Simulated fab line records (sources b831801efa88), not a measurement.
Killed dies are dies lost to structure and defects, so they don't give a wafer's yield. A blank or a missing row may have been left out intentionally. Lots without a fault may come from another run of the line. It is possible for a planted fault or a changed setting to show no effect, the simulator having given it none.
What tool caused it? :: flow sfqLine :: 14 lots, 42 wafers sampled, at 1 step of a route of 325

## WHAT EACH GAUGE READ, for each wafer
SFQ_I1_BOW_MEAS_912. Usual: I1_BOW gives 0 um (standard deviation 7.8).
lot: L363
measured: day 11 17:51
on: filmMetro-03
I1_BOW (um): 0 -4 -1
flag: 

lot: L366
measured: day 14 20:05
on: filmMetro-03
I1_BOW (um): -3 0 -9
flag: 

lot: L368
measured: day 16 00:53
on: filmMetro-03
I1_BOW (um): -4 8 1
flag: 

lot: L369
measured: day 16 10:28
on: filmMetro-03
I1_BOW (um): 14 1 10
flag: 

lot: L370
measured: day 16 20:27
on: filmMetro-04
I1_BOW (um): -4 -5 -3
flag: 

lot: L371
measured: day 17 08:45
on: filmMetro-01
I1_BOW (um): -6 0 0
flag: 

lot: L373
measured: day 17 19:44
on: filmMetro-04
I1_BOW (um): 10 0 15
flag: 

lot: L374
measured: day 24 17:28
on: filmMetro-01
I1_BOW (um): -1 5 -10
flag: 

lot: L377
measured: day 25 19:51
on: filmMetro-03
I1_BOW (um): -5 0 5
flag: 

lot: L378
measured: day 26 03:01
on: filmMetro-01
I1_BOW (um): -5 0 -10
flag: 

lot: L379
measured: day 26 04:51
on: filmMetro-04
I1_BOW (um): -6 -10 -13
flag: 

lot: L380
measured: day 26 06:03
on: filmMetro-03
I1_BOW (um): -2 -8 8
flag: 

lot: L381
measured: day 26 12:20
on: filmMetro-01
I1_BOW (um): 9 7 -3
flag: 

lot: L385
measured: day 27 11:34
on: filmMetro-04
I1_BOW (um): -14 0 6
flag: 

## WHICH TOOL RAN EACH LOT (tool, then ch and the chambers of the sampled wafers, then the start)
The record shows no process step preceding these readings.

## AS READ BY THE TOOLS THEMSELVES (means over the sampled wafers that have a number; for cases with no such wafer, the mark the record gives instead)
The record holds no such reading with a usual standard deviation.

## THE ANSWER, worked out from the rows above alone
Rule: lot off if the mean of its wafers having a number is beyond 3 standard deviations from the usual mean. A lot without any number at a reading at which 4 lots or more have one is off too. The other lots that the step has rows for count as sound. First the gauges in route order, then the tools' own readings, where a lot's mean is used as printed above. At the first step where some lot is off, the reading lying furthest off is the one used; lots without a number count as furthest.
No lot is off at any reading shown: from this, nothing can be told.

## WHAT WAS PUT IN BY THE SIMULATOR
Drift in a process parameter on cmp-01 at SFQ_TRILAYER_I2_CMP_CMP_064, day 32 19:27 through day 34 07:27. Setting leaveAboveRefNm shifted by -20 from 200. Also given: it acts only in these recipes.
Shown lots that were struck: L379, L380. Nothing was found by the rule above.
